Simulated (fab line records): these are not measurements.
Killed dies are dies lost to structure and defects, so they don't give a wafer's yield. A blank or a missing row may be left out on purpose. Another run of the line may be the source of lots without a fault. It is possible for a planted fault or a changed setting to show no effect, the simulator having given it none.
Comparing a struck lot with a sound one / flow sky130 / 15 steps out of a route of 708
Sound: the wafers L757.1, L757.3, L757.5. Wafers struck: L771.1, L771.2, L771.6. The cause comes at the end.
Each step with rows lists, per side, the tool, then ch with its chambers, then its first start. Under that, the readings that differ: sound wafers / struck wafers / difference of the means / sigmas: that difference in standard deviations of wafers without a fault.
alike: same words and numbers on both sides, and readings whose means sit less than 2 such deviations apart. not compared: any withheld reading, any reading some wafer has no value for, any bound like >300 that may hide the same value, and any number with overlapping values for which the record gives no deviation.
The two part at a step that has a row with sigmas, a row that says differs or no value, or rows on one side only. Numbers that have no deviation but don't overlap get no sigmas and don't part them. A reading that every wafer of one side lacks parts them only if that side has two wafers or more.

first, 2 steps without rows for these wafers: SKY_NWELL_PEB_08; SKY_NWELL_DEVELOP_09 (develop time 60 s).
SKY_NWELL_OVL_MEAS_10:
  sound: overlay-02 at day 4 12:46; struck: overlay-02 at day 8 01:37
  alike: NWELL_00_OVL
then, 3 steps without rows for these wafers: SKY_NWELL_IMPLANT_11; SKY_NWELL_IMPLANT_12; SKY_NWELL_IMPLANT_13.
SKY_NWELL_STRIP_14: strips in O2/N2.
  sound on plasma asher-04 ch 0,1, day 4 13:16; struck on plasma asher-02 ch 0,1, day 8 02:07
  alike: drypump motor current A, oes product au, strip time to endpoint s
  not compared: rf hours counter h
SKY_NWELL_TW_MEAS_15:
  sound: film metro-03 at day 4 13:22; struck: film metro-02 at day 8 02:13
  alike: NWELL_TW
then, 4 steps without rows for these wafers: SKY_NWELL_DEHYDRATE_16 (time 60 s); SKY_NWELL_HMDS_17 (prime time 60 s); SKY_NWELL_COAT_18 (resist thk 3000 nm); SKY_NWELL_SOFTBAKE_19.
SKY_NWELL_EXPOSE_20: exposes mask NWM COMPLEMENT, target cd 840 nm.
  sound on iline stepper-02 ch 0, day 4 21:38; struck on iline stepper-01 ch 0, day 8 12:55
reading=mask; sound=NWM_COMPLEMENT#0 NWM_COMPLEMENT#0 NWM_COMPLEMENT#0; struck=NWM_COMPLEMENT_R1#0 NWM_COMPLEMENT_R1#0 NWM_COMPLEMENT_R1#0; difference=differs; sigmas=
reading=exposure dose mJ cm2; sound=259.79 259.33 259.70; struck=260.22 259.94 260.34; difference=+0.56; sigmas=+2
reading=focus offset nm (nm); sound=0.8 0.7 0.7; struck=-0.5 -0.5 -1.1; difference=-1.4; sigmas=-3
next, for these wafers, 1 step has no rows: SKY_NWELL_PEB_21.
-- the record jumps here: 41 days lie between the struck wafers' starts before and after (it left off in module NWELL and takes up again in module PAD_OPEN, whose first step shown is number 708 of the route) --
SKY_PAD_OPEN_PROBE_99:
  sound: prober-02 at day 45 18:26; struck: prober-02 at day 49 09:10
reading=model.etest.pfet_16v.r on ohm um; sound=1.498e+04 1.473e+04 1.493e+04; struck=1.599e+04 1.593e+04 1.583e+04; difference=+1.037e+03; sigmas=
reading=model.etest.nfet_16v.r on ohm um; sound=1.378e+04 1.366e+04 1.38e+04; struck=1.342e+04 1.345e+04 1.335e+04; difference=-3.400e+02; sigmas=
reading=model.etest.res iso pwell.width nm (nm); sound=2652 2648 2652; struck=2546 2540 2521; difference=-115; sigmas=
reading=model.etest.res nwell.width nm (nm); sound=830.8 829.1 831.8; struck=878.5 875 879.9; difference=+47.2; sigmas=
reading=model.etest.pfet_16v.drive ua um; sound=245.9 247.4 245.5; struck=225.6 228.2 229.5; difference=-18.5; sigmas=

== WHERE THEY PART ==
Within this record, at SKY_NWELL_EXPOSE_20 only.

WHY: what the simulator had put in
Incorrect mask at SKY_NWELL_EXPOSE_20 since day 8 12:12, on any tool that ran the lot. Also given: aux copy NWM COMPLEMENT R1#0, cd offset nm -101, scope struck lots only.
